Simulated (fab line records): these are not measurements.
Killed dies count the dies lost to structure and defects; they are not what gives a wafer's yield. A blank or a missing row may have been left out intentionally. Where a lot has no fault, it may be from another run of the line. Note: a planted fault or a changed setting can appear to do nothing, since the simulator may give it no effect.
fab line records -- flow sky130 -- part 1 of 2: steps 1 to 30 of 44
record lots=5, wafers=15, last_day=49
route steps=708 shown POLY_GATE@236 LDD_N@237 LDD_P@255 LDD_HVN@267 LDD_HVP@278
lots with no fault: from the same line, run without faults
start_h: the number of hours between the record's first day and the start of the first shown wafer of the lot -- wait_h: hours elapsed since this lot's preceding step -- " same as the row above -- L1.1+2: several wafers, shown together as one row -- - no value, or no start given -- * or withheld: withheld -- < > ~ a bound
route shown NAME@n: a module of which the file shows steps, and the number in the route of the first -- usual: mean and standard deviation over wafers with no fault -- same: alike in all rows -- chamber/n: place in a boat -- sites: per-site readings -- _std_site: standard deviation across them -- _edge_site: mean of outer sites minus mean of inner sites -- radius_mm: how far each site lies from the wafer's centre -- mask NAME#n: copy n -- behind: the tool/chamber that last shaped the wafer -- hold: the reason the lot was held/the length of the hold in hours/how it ended -- device: names the non-switching transistor (n, p or np) -- end of line: at the end of the route, the tests of the same wafers -- a step without rows: its recipe alone -- killed: not the wafer's yield, but the dies lost to structure and defects at the first sort -- map: per-die view of a wafer (x killed, . not killed, _ where there is no die)
set.NAME: the setting as run; set.NAME@STEP: as run at that earlier step -- model.NAME: the simulator's own value behind a step, which no gauge read
lots seen at some steps along the route; tables by step, rows by wafer
services: when a tool's chamber went out of use (start_h, in hours from the record's first day, below 0 if earlier), for how many hours, and the reason
## steps
# step SKY_POLY_GATE_CD_MEAS_22
# usual cd_nm=150.4/2.1
lot.wafer,tool,chamber,start_h,wait_h,cd_nm
L076.2,cd_sem-02,-,423.18,0.1,148.9
L076.3,cd_sem-02,-,423.18,0.1,152.9
L076.6,cd_sem-02,-,423.18,0.1,152.3
L074.2,cd_sem-01,-,423.35,0.2,151.3
L074.4,cd_sem-01,-,423.35,0.2,153.6
L074.6,cd_sem-01,-,423.35,0.2,150.2
L077.3,cd_sem-01,-,429.16,0.1,154.0
L077.5,cd_sem-01,-,429.16,0.1,149.6
L077.6,cd_sem-01,-,429.16,0.1,149.1
L080.1,cd_sem-01,-,440.53,0.1,148.0
L080.2,cd_sem-01,-,440.53,0.1,153.8
L080.4,cd_sem-01,-,440.53,0.1,150.8
L089.4,cd_sem-02,-,514.88,0.1,147.0
L089.5,cd_sem-02,-,514.88,0.1,149.7
L089.6,cd_sem-02,-,514.88,0.1,146.1
# step SKY_LDD_N_DEHYDRATE_00
# recipe temp_c=200, time_s=60
lot.wafer,tool,chamber,start_h,wait_h
L076.2+3+6,litho_track-04,0,437.81,14.6
L074.2+4+6,litho_track-02,0,437.87,14.5
L077.3+5+6,litho_track-04,0,443.59,14.4
L080.1+2+4,litho_track-04,0,454.84,14.3
L089.4+5+6,litho_track-03,0,529.62,14.7
# step SKY_LDD_N_HMDS_01
# recipe prime_time_s=60, prime_temp_c=120
lot.wafer,tool,chamber,start_h,wait_h
L076.2+3+6,litho_track-04,0,437.96,0.1
L074.2+4+6,litho_track-02,0,438.02,0.1
L077.3+5+6,litho_track-04,0,443.74,0.1
L080.1+2+4,litho_track-04,0,454.99,0.1
L089.4+5+6,litho_track-03,0,529.77,0.1
# step SKY_LDD_N_COAT_02
# recipe resist=NOVOLAK, spin_rpm=3000, resist_thk_nm=300
lot.wafer,tool,chamber,start_h,wait_h
L076.2+3+6,litho_track-04,0,438.11,0.1
L074.2+4+6,litho_track-02,0,438.17,0.1
L077.3+5+6,litho_track-04,0,443.89,0.1
L080.1+2+4,litho_track-04,0,455.14,0.1
L089.4+5+6,litho_track-03,0,529.92,0.1
# step SKY_LDD_N_SOFTBAKE_03
# recipe temp_c=90, time_s=60, resist=NOVOLAK
lot.wafer,tool,chamber,start_h,wait_h
L076.2+3+6,litho_track-04,0,438.26,0.1
L074.2+4+6,litho_track-02,0,438.32,0.1
L077.3+5+6,litho_track-04,0,444.04,0.1
L080.1+2+4,litho_track-04,0,455.29,0.1
L089.4+5+6,litho_track-03,0,530.07,0.1
# step SKY_LDD_N_EXPOSE_04
# recipe mask_id=NTM, target_cd_nm=840, na=0.6, source_shape=conventional, sigma_outer=0.6, dose_mj=110
lot.wafer,tool,chamber,start_h,wait_h,mask
L076.2+3+6,iline_stepper-02,0,-,-,NTM#0
L074.2+4+6,iline_stepper-01,0,-,-,NTM#0
L077.3+5+6,iline_stepper-02,0,-,-,NTM#0
L080.1+2+4,iline_stepper-02,0,-,-,NTM#0
L089.4+5+6,iline_stepper-02,0,-,-,NTM#0
# step SKY_LDD_N_PEB_05
# recipe temp_c=withheld, time_s=*, resist=NOVOLAK
lot.wafer,tool,chamber,start_h,wait_h
L076.2+3+6,litho_track-02,0,-,-
L074.2+4+6,litho_track-03,0,-,-
L077.3+5+6,litho_track-04,0,-,-
L080.1+2+4,litho_track-04,0,-,-
L089.4+5+6,litho_track-04,0,-,-
# step SKY_LDD_N_DEVELOP_06
# recipe develop_time_s=60, dev_temp_c=23.55
lot.wafer,tool,chamber,start_h,wait_h
L076.2+3+6,litho_track-02,0,453.07,0.1
L074.2+4+6,litho_track-03,0,453.17,0.1
L077.3+5+6,litho_track-04,0,459.74,0.1
L080.1+2+4,litho_track-04,0,469.74,0.1
L089.4+5+6,litho_track-04,0,544.86,0.1
# step SKY_LDD_N_OVL_MEAS_07
# usual LDD_N_OVL=1.7/1.3
lot.wafer,tool,chamber,start_h,wait_h,LDD_N_OVL[nm]
L076.2,overlay-01,-,453.20,0.1,2.1
L076.3,overlay-01,-,453.20,0.1,-0.2
L076.6,overlay-01,-,453.20,0.1,2.6
L074.2,overlay-02,-,453.30,0.1,-0.4
L074.4,overlay-02,-,453.30,0.1,1.7
L074.6,overlay-02,-,453.30,0.1,1.8
L077.3,overlay-01,-,459.85,0.1,3.0
L077.5,overlay-01,-,459.85,0.1,1.0
L077.6,overlay-01,-,459.85,0.1,2.0
L080.1,overlay-02,-,469.89,0.1,2.3
L080.2,overlay-02,-,469.89,0.1,1.5
L080.4,overlay-02,-,469.89,0.1,2.6
L089.4,overlay-01,-,544.96,0.1,0.5
L089.5,overlay-01,-,544.96,0.1,-0.3
L089.6,overlay-01,-,544.96,0.1,1.5
# step SKY_LDD_N_IMPLANT_08
# recipe species=As, energy_kev=20, dose_cm2=7.5e+13, tilt_deg=withheld, rotation_deg=23
# usual dose_ions_cm2=7.502e+13/7.7e+10
lot.wafer,tool,chamber,start_h,wait_h,dose_ions_cm2
L076.2,implanter-04,0,453.26,0.0,7.502e+13
L076.3,implanter-04,0,453.26,0.0,7.505e+13
L076.6,implanter-04,0,453.26,0.0,7.507e+13
L074.2,implanter-03,0,453.36,0.0,7.49e+13
L074.4,implanter-03,0,453.36,0.0,7.501e+13
L074.6,implanter-03,0,453.36,0.0,7.5e+13
L077.3,implanter-03,0,459.93,0.1,7.501e+13
L077.5,implanter-03,0,459.93,0.1,7.487e+13
L077.6,implanter-03,0,459.93,0.1,7.502e+13
L080.1,implanter-01,0,469.93,0.0,7.493e+13
L080.2,implanter-01,0,469.93,0.0,7.502e+13
L080.4,implanter-01,0,469.93,0.0,7.508e+13
L089.4,implanter-01,0,545.05,0.1,7.492e+13
L089.5,implanter-01,0,545.05,0.1,7.515e+13
L089.6,implanter-01,0,545.05,0.1,7.506e+13
# step SKY_LDD_N_IMPLANT_09
# recipe species=As, energy_kev=20, dose_cm2=7.5e+13, tilt_deg=withheld, rotation_deg=113
# usual dose_ions_cm2=7.501e+13/7.4e+10
lot.wafer,tool,chamber,start_h,wait_h,dose_ions_cm2
L076.2,implanter-04,0,453.41,0.1,7.497e+13
L076.3,implanter-04,0,453.41,0.1,7.508e+13
L076.6,implanter-04,0,453.41,0.1,7.504e+13
L074.2,implanter-03,0,453.51,0.1,7.493e+13
L074.4,implanter-03,0,453.51,0.1,7.485e+13
L074.6,implanter-03,0,453.51,0.1,7.49e+13
L077.3,implanter-03,0,460.08,0.1,7.499e+13
L077.5,implanter-03,0,460.08,0.1,7.499e+13
L077.6,implanter-03,0,460.08,0.1,7.501e+13
L080.1,implanter-01,0,470.08,0.1,7.507e+13
L080.2,implanter-01,0,470.08,0.1,7.507e+13
L080.4,implanter-01,0,470.08,0.1,7.503e+13
L089.4,implanter-01,0,545.20,0.1,7.501e+13
L089.5,implanter-01,0,545.20,0.1,7.487e+13
L089.6,implanter-01,0,545.20,0.1,7.498e+13
# step SKY_LDD_N_IMPLANT_10
# recipe species=As, energy_kev=20, dose_cm2=7.5e+13, tilt_deg=withheld, rotation_deg=203
# usual dose_ions_cm2=7.5e+13/7e+10
lot.wafer,tool,chamber,start_h,wait_h,dose_ions_cm2
L076.2,implanter-04,0,453.56,0.1,7.508e+13
L076.3,implanter-04,0,453.56,0.1,7.5e+13
L076.6,implanter-04,0,453.56,0.1,7.494e+13
L074.2,implanter-03,0,453.66,0.1,7.496e+13
L074.4,implanter-03,0,453.66,0.1,7.518e+13
L074.6,implanter-03,0,453.66,0.1,7.503e+13
L077.3,implanter-03,0,460.23,0.1,7.495e+13
L077.5,implanter-03,0,460.23,0.1,7.504e+13
L077.6,implanter-03,0,460.23,0.1,7.497e+13
L080.1,implanter-01,0,470.23,0.1,7.497e+13
L080.2,implanter-01,0,470.23,0.1,7.511e+13
L080.4,implanter-01,0,470.23,0.1,7.498e+13
L089.4,implanter-01,0,545.35,0.1,7.496e+13
L089.5,implanter-01,0,545.35,0.1,7.504e+13
L089.6,implanter-01,0,545.35,0.1,7.493e+13
# step SKY_LDD_N_IMPLANT_11
# recipe species=As, energy_kev=20, dose_cm2=7.5e+13, tilt_deg=withheld, rotation_deg=293
# usual dose_ions_cm2=7.501e+13/7.7e+10
lot.wafer,tool,chamber,start_h,wait_h,dose_ions_cm2
L076.2,implanter-04,0,453.71,0.1,7.497e+13
L076.3,implanter-04,0,453.71,0.1,7.489e+13
L076.6,implanter-04,0,453.71,0.1,7.493e+13
L074.2,implanter-03,0,453.81,0.1,7.5e+13
L074.4,implanter-03,0,453.81,0.1,7.5e+13
L074.6,implanter-03,0,453.81,0.1,7.497e+13
L077.3,implanter-03,0,460.38,0.1,7.497e+13
L077.5,implanter-03,0,460.38,0.1,7.487e+13
L077.6,implanter-03,0,460.38,0.1,7.485e+13
L080.1,implanter-01,0,470.38,0.1,7.505e+13
L080.2,implanter-01,0,470.38,0.1,7.505e+13
L080.4,implanter-01,0,470.38,0.1,7.51e+13
L089.4,implanter-01,0,545.50,0.1,7.497e+13
L089.5,implanter-01,0,545.50,0.1,7.487e+13
L089.6,implanter-01,0,545.50,0.1,7.489e+13
# step SKY_LDD_N_IMPLANT_12
# recipe species=BF2, energy_kev=50, dose_cm2=5e+12, tilt_deg=30, rotation_deg=0
# usual dose_ions_cm2=5e+12/6e+09, tilt_deg=30.000/0.021
lot.wafer,tool,chamber,start_h,wait_h,dose_ions_cm2,tilt_deg
L076.2,implanter-04,0,453.86,0.1,5.008e+12,30.001
L076.3,implanter-04,0,453.86,0.1,5.013e+12,30.007
L076.6,implanter-04,0,453.86,0.1,5.012e+12,29.997
L074.2,implanter-03,0,453.96,0.1,4.993e+12,29.998
L074.4,implanter-03,0,453.96,0.1,5.003e+12,29.968
L074.6,implanter-03,0,453.96,0.1,5e+12,29.995
L077.3,implanter-03,0,460.53,0.1,4.998e+12,29.985
L077.5,implanter-03,0,460.53,0.1,5.001e+12,29.982
L077.6,implanter-03,0,460.53,0.1,4.993e+12,29.998
L080.1,implanter-01,0,470.53,0.1,4.99e+12,29.962
L080.2,implanter-01,0,470.53,0.1,5e+12,30.000
L080.4,implanter-01,0,470.53,0.1,5.005e+12,29.957
L089.4,implanter-01,0,545.65,0.1,4.989e+12,29.980
L089.5,implanter-01,0,545.65,0.1,4.993e+12,29.990
L089.6,implanter-01,0,545.65,0.1,4.994e+12,29.997
# step SKY_LDD_N_IMPLANT_13
# recipe species=BF2, energy_kev=50, dose_cm2=5e+12, tilt_deg=30, rotation_deg=90
# usual dose_ions_cm2=4.999e+12/5.3e+09, tilt_deg=29.998/0.018
lot.wafer,tool,chamber,start_h,wait_h,dose_ions_cm2,tilt_deg
L076.2,implanter-04,0,454.01,0.1,4.994e+12,29.999
L076.3,implanter-04,0,454.01,0.1,4.999e+12,30.024
L076.6,implanter-04,0,454.01,0.1,4.999e+12,29.983
L074.2,implanter-03,0,454.11,0.1,4.998e+12,29.973
L074.4,implanter-03,0,454.11,0.1,4.997e+12,29.994
L074.6,implanter-03,0,454.11,0.1,4.992e+12,29.998
L077.3,implanter-03,0,460.68,0.1,4.998e+12,29.974
L077.5,implanter-03,0,460.68,0.1,4.998e+12,29.962
L077.6,implanter-03,0,460.68,0.1,4.998e+12,29.992
L080.1,implanter-01,0,470.68,0.1,4.997e+12,30.025
L080.2,implanter-01,0,470.68,0.1,4.996e+12,30.001
L080.4,implanter-01,0,470.68,0.1,4.993e+12,29.997
L089.4,implanter-01,0,545.80,0.1,5.005e+12,29.977
L089.5,implanter-01,0,545.80,0.1,4.996e+12,29.995
L089.6,implanter-01,0,545.80,0.1,5.004e+12,29.989
# step SKY_LDD_N_IMPLANT_14
# recipe species=BF2, energy_kev=50, dose_cm2=5e+12, tilt_deg=30, rotation_deg=180
# usual dose_ions_cm2=5e+12/6e+09, tilt_deg=29.997/0.022
lot.wafer,tool,chamber,start_h,wait_h,dose_ions_cm2,tilt_deg
L076.2,implanter-04,0,454.16,0.1,4.996e+12,29.993
L076.3,implanter-04,0,454.16,0.1,4.991e+12,29.989
L076.6,implanter-04,0,454.16,0.1,5.005e+12,30.003
L074.2,implanter-03,0,454.26,0.1,5.008e+12,29.996
L074.4,implanter-03,0,454.26,0.1,5.012e+12,30.007
L074.6,implanter-03,0,454.26,0.1,5.013e+12,30.012
L077.3,implanter-03,0,460.83,0.1,4.995e+12,29.974
L077.5,implanter-03,0,460.83,0.1,5.014e+12,30.026
L077.6,implanter-03,0,460.83,0.1,5e+12,30.003
L080.1,implanter-01,0,470.83,0.1,5.003e+12,29.994
L080.2,implanter-01,0,470.83,0.1,4.997e+12,29.961
L080.4,implanter-01,0,470.83,0.1,5.003e+12,30.012
L089.4,implanter-01,0,545.95,0.1,4.999e+12,29.969
L089.5,implanter-01,0,545.95,0.1,4.995e+12,29.989
L089.6,implanter-01,0,545.95,0.1,5.002e+12,30.001
# step SKY_LDD_N_IMPLANT_15
# recipe species=BF2, energy_kev=50, dose_cm2=5e+12, tilt_deg=30, rotation_deg=270
# usual dose_ions_cm2=5e+12/5.9e+09, tilt_deg=30.002/0.022
lot.wafer,tool,chamber,start_h,wait_h,dose_ions_cm2,tilt_deg
L076.2,implanter-04,0,454.31,0.1,4.997e+12,29.988
L076.3,implanter-04,0,454.31,0.1,4.998e+12,29.990
L076.6,implanter-04,0,454.31,0.1,5.009e+12,29.988
L074.2,implanter-03,0,454.41,0.1,4.987e+12,29.992
L074.4,implanter-03,0,454.41,0.1,4.994e+12,30.028
L074.6,implanter-03,0,454.41,0.1,4.993e+12,29.981
L077.3,implanter-03,0,460.98,0.1,4.997e+12,30.007
L077.5,implanter-03,0,460.98,0.1,5.003e+12,29.981
L077.6,implanter-03,0,460.98,0.1,5.011e+12,30.014
L080.1,implanter-01,0,470.98,0.1,4.99e+12,29.987
L080.2,implanter-01,0,470.98,0.1,4.998e+12,29.978
L080.4,implanter-01,0,470.98,0.1,4.99e+12,29.973
L089.4,implanter-01,0,546.10,0.1,5.005e+12,29.977
L089.5,implanter-01,0,546.10,0.1,4.997e+12,29.982
L089.6,implanter-01,0,546.10,0.1,4.994e+12,29.984
# step SKY_LDD_N_STRIP_16
# recipe chemistry=O2/N2, power_w=1400, pressure_mtorr=1500, platen_temp_c=withheld, o2_flow_sccm=3000, n2_flow_sccm=300, overash_fraction=0.5
# usual drypump_motor_current_A=5.8/0.32, oes_product_au=0.407/0.0044, strip_time_to_endpoint_s=4.322/0.016
lot.wafer,tool,chamber,start_h,wait_h,drypump_motor_current_A,oes_product_au,rf_hours_counter_h,strip_time_to_endpoint_s
L076.2,plasma_asher-01,0,454.43,0.1,5.7,0.407,2,4.339
L076.3,plasma_asher-01,0,454.43,0.1,5.7,0.408,-,4.336
L076.6,plasma_asher-01,0,454.43,0.1,5.7,0.417,-,4.352
L074.2,plasma_asher-02,0,454.53,0.1,5.4,0.397,33,4.312
L074.4,plasma_asher-02,1,454.53,0.1,6.0,0.415,-,4.312
L074.6,plasma_asher-02,1,454.53,0.1,6.1,0.395,-,4.310
L077.3,plasma_asher-02,0,461.11,0.1,5.4,0.408,-,4.310
L077.5,plasma_asher-02,0,461.11,0.1,5.4,0.405,-,4.299
L077.6,plasma_asher-02,1,461.11,0.1,6.1,0.402,-,4.290
L080.1,plasma_asher-02,0,471.13,0.1,5.4,0.407,35,4.294
L080.2,plasma_asher-02,1,471.13,0.1,6.1,0.410,35,4.304
L080.4,plasma_asher-02,0,471.13,0.1,5.5,0.403,-,4.326
L089.4,plasma_asher-03,1,546.21,0.1,5.6,0.401,-,4.331
L089.5,plasma_asher-03,0,546.21,0.1,5.5,0.409,-,4.314
L089.6,plasma_asher-03,1,546.21,0.1,5.6,0.410,-,4.343
# step SKY_LDD_N_TW_MEAS_17
# usual LDD_N_TW=2562/19
lot.wafer,tool,chamber,start_h,wait_h,LDD_N_TW
L076.2,film_metro-01,-,454.54,0.1,2594
L076.3,film_metro-01,-,454.54,0.1,2589
L076.6,film_metro-01,-,454.54,0.1,2598
L074.2,film_metro-04,-,454.64,0.1,2545
L074.4,film_metro-04,-,454.64,0.1,2537
L074.6,film_metro-04,-,454.64,0.1,2547
L077.3,film_metro-03,-,461.20,0.1,2564
L077.5,film_metro-03,-,461.20,0.1,2564
L077.6,film_metro-03,-,461.20,0.1,2574
L080.1,film_metro-03,-,471.23,0.1,2555
L080.2,film_metro-03,-,471.23,0.1,2563
L080.4,film_metro-03,-,471.23,0.1,2561
L089.4,film_metro-04,-,546.31,0.1,2540
L089.5,film_metro-04,-,546.31,0.1,2550
L089.6,film_metro-04,-,546.31,0.1,2555
# step SKY_LDD_P_DEHYDRATE_00
# recipe temp_c=200, time_s=60
lot.wafer,tool,chamber,start_h,wait_h
L076.2+3+6,litho_track-04,0,469.01,14.5
L074.2+4+6,litho_track-01,0,469.03,14.4
L077.3+5+6,litho_track-03,0,475.90,14.7
L080.1+2+4,litho_track-04,0,485.89,14.7
L089.4+5+6,litho_track-03,0,560.52,14.2
# step SKY_LDD_P_HMDS_01
# recipe prime_time_s=60, prime_temp_c=120
lot.wafer,tool,chamber,start_h,wait_h
L076.2+3+6,litho_track-04,0,469.16,0.1
L074.2+4+6,litho_track-01,0,469.18,0.1
L077.3+5+6,litho_track-03,0,476.05,0.1
L080.1+2+4,litho_track-04,0,486.04,0.1
L089.4+5+6,litho_track-03,0,560.67,0.1
# step SKY_LDD_P_COAT_02
# recipe resist=NOVOLAK, spin_rpm=3000, resist_thk_nm=1152
lot.wafer,tool,chamber,start_h,wait_h
L076.2+3+6,litho_track-04,0,469.31,0.1
L074.2+4+6,litho_track-01,0,469.33,0.1
L077.3+5+6,litho_track-03,0,476.20,0.1
L080.1+2+4,litho_track-04,0,486.19,0.1
L089.4+5+6,litho_track-03,0,560.82,0.1
# step SKY_LDD_P_SOFTBAKE_03
# recipe temp_c=90, time_s=60, resist=NOVOLAK
lot.wafer,tool,chamber,start_h,wait_h
L076.2+3+6,litho_track-04,0,469.46,0.1
L074.2+4+6,litho_track-01,0,469.48,0.1
L077.3+5+6,litho_track-03,0,476.35,0.1
L080.1+2+4,litho_track-04,0,486.34,0.1
L089.4+5+6,litho_track-03,0,560.97,0.1
# step SKY_LDD_P_EXPOSE_04
# recipe mask_id=PSDM, na=0.6, source_shape=conventional, sigma_outer=0.6, polarization=unpolarized, target_cd_nm=380, dose_mj=138
lot.wafer,tool,chamber,start_h,wait_h,mask
L076.2+3+6,iline_stepper-02,0,-,-,PSDM#0
L074.2+4+6,iline_stepper-01,0,-,-,PSDM#0
L077.3+5+6,iline_stepper-02,0,-,-,PSDM#0
L080.1+2+4,iline_stepper-02,0,-,-,PSDM#0
L089.4+5+6,iline_stepper-01,0,-,-,PSDM#0
# step SKY_LDD_P_PEB_05
# recipe temp_c=withheld, time_s=*, resist=NOVOLAK
lot.wafer,tool,chamber,start_h,wait_h
L076.2+3+6,litho_track-01,0,-,-
L074.2+4+6,litho_track-03,0,-,-
L077.3+5+6,litho_track-03,0,-,-
L080.1+2+4,litho_track-01,0,-,-
L089.4+5+6,litho_track-01,0,-,-
# step SKY_LDD_P_DEVELOP_06
# recipe resist=NOVOLAK, developer=TMAH, develop_time_s=60, dev_temp_c=23
lot.wafer,tool,chamber,start_h,wait_h
L076.2+3+6,litho_track-01,0,484.58,0.1
L074.2+4+6,litho_track-03,0,484.97,0.1
L077.3+5+6,litho_track-03,0,491.30,0.1
L080.1+2+4,litho_track-01,0,501.30,0.1
L089.4+5+6,litho_track-01,0,574.98,0.1
# step SKY_LDD_P_CD_MEAS_07
# recipe target_cd_nm=380
# usual cd_nm=380.5/2.4
lot.wafer,tool,chamber,start_h,wait_h,cd_nm
L076.2,cd_sem-01,-,484.72,0.1,385.4
L076.3,cd_sem-01,-,484.72,0.1,382.9
L076.6,cd_sem-01,-,484.72,0.1,383.4
L074.2,cd_sem-02,-,485.14,0.1,379.4
L074.4,cd_sem-02,-,485.14,0.1,380.7
L074.6,cd_sem-02,-,485.14,0.1,379.4
L077.3,cd_sem-01,-,491.44,0.1,376.0
L077.5,cd_sem-01,-,491.44,0.1,378.8
L077.6,cd_sem-01,-,491.44,0.1,376.7
L080.1,cd_sem-01,-,501.45,0.1,377.7
L080.2,cd_sem-01,-,501.45,0.1,377.6
L080.4,cd_sem-01,-,501.45,0.1,378.3
L089.4,cd_sem-01,-,575.11,0.1,380.6
L089.5,cd_sem-01,-,575.11,0.1,381.9
L089.6,cd_sem-01,-,575.11,0.1,382.2
# step SKY_LDD_P_OVL_MEAS_08
# usual LDD_P_OVL=-0.2/1.6
lot.wafer,tool,chamber,start_h,wait_h,LDD_P_OVL[nm]
L076.2,overlay-01,-,484.83,0.1,-1.9
L076.3,overlay-01,-,484.83,0.1,-1.4
L076.6,overlay-01,-,484.83,0.1,-1.5
L074.2,overlay-01,-,485.26,0.1,0.6
L074.4,overlay-01,-,485.26,0.1,1.8
L074.6,overlay-01,-,485.26,0.1,1.6
L077.3,overlay-01,-,491.53,0.1,-0.4
L077.5,overlay-01,-,491.53,0.1,0.3
L077.6,overlay-01,-,491.53,0.1,1.3
L080.1,overlay-01,-,501.57,0.1,0.2
L080.2,overlay-01,-,501.57,0.1,-0.1
L080.4,overlay-01,-,501.57,0.1,-0.8
L089.4,overlay-02,-,575.22,0.1,0.4
L089.5,overlay-02,-,575.22,0.1,0.0
L089.6,overlay-02,-,575.22,0.1,0.1
# step SKY_LDD_P_IMPLANT_09
# recipe species=BF2, energy_kev=25, dose_cm2=1e+13, tilt_deg=withheld
# usual dose_ions_cm2=9.999e+12/1.2e+10
lot.wafer,tool,chamber,start_h,wait_h,dose_ions_cm2
L076.2,implanter-03,0,484.88,0.0,9.991e+12
L076.3,implanter-03,0,484.88,0.0,9.995e+12
L076.6,implanter-03,0,484.88,0.0,9.99e+12
L074.2,implanter-04,0,485.31,0.0,1.0003e+13
L074.4,implanter-04,0,485.31,0.0,1.0003e+13
L074.6,implanter-04,0,485.31,0.0,9.997e+12
L077.3,implanter-02,0,491.60,0.1,1.0012e+13
L077.5,implanter-02,0,491.60,0.1,1.0002e+13
L077.6,implanter-02,0,491.60,0.1,1.0001e+13
L080.1,implanter-02,0,501.61,0.0,1.0002e+13
L080.2,implanter-02,0,501.61,0.0,9.967e+12
L080.4,implanter-02,0,501.61,0.0,1.0003e+13
L089.4,implanter-04,0,575.31,0.1,1.0004e+13
L089.5,implanter-04,0,575.31,0.1,9.997e+12
L089.6,implanter-04,0,575.31,0.1,1.0013e+13
# step SKY_LDD_P_STRIP_10
# recipe chemistry=O2/N2, power_w=1400, pressure_mtorr=1500, platen_temp_c=withheld, o2_flow_sccm=3000, n2_flow_sccm=300, overash_fraction=0.5
# usual drypump_motor_current_A=6.0/0.51, oes_product_au=0.715/0.0046, strip_time_to_endpoint_s=14.30/0.033
lot.wafer,tool,chamber,start_h,wait_h,drypump_motor_current_A,oes_product_au,rf_hours_counter_h,strip_time_to_endpoint_s
L076.2,plasma_asher-02,1,485.01,0.1,6.0,0.719,36,14.27
L076.3,plasma_asher-02,1,485.01,0.1,6.0,0.716,-,14.29
L076.6,plasma_asher-02,1,485.01,0.1,6.0,0.714,-,14.28
L074.2,plasma_asher-04,0,485.44,0.1,6.3,0.709,77,14.27
L074.4,plasma_asher-04,0,485.44,0.1,6.3,0.718,-,14.29
L074.6,plasma_asher-04,1,485.44,0.1,6.8,0.718,-,14.25
L077.3,plasma_asher-04,1,491.74,0.1,6.8,0.717,-,14.30
L077.5,plasma_asher-04,0,491.74,0.1,6.3,0.714,-,14.31
L077.6,plasma_asher-04,1,491.74,0.1,6.8,0.713,-,14.30
L080.1,plasma_asher-04,1,501.76,0.1,6.8,0.719,79,14.29
L080.2,plasma_asher-04,0,501.76,0.1,6.3,0.719,79,14.32
L080.4,plasma_asher-04,1,501.76,0.1,6.8,0.719,-,14.29
L089.4,plasma_asher-04,0,575.42,0.1,6.3,0.709,-,14.35
L089.5,plasma_asher-04,0,575.42,0.1,6.3,0.709,-,14.33
L089.6,plasma_asher-04,1,575.42,0.1,6.8,0.717,-,14.28
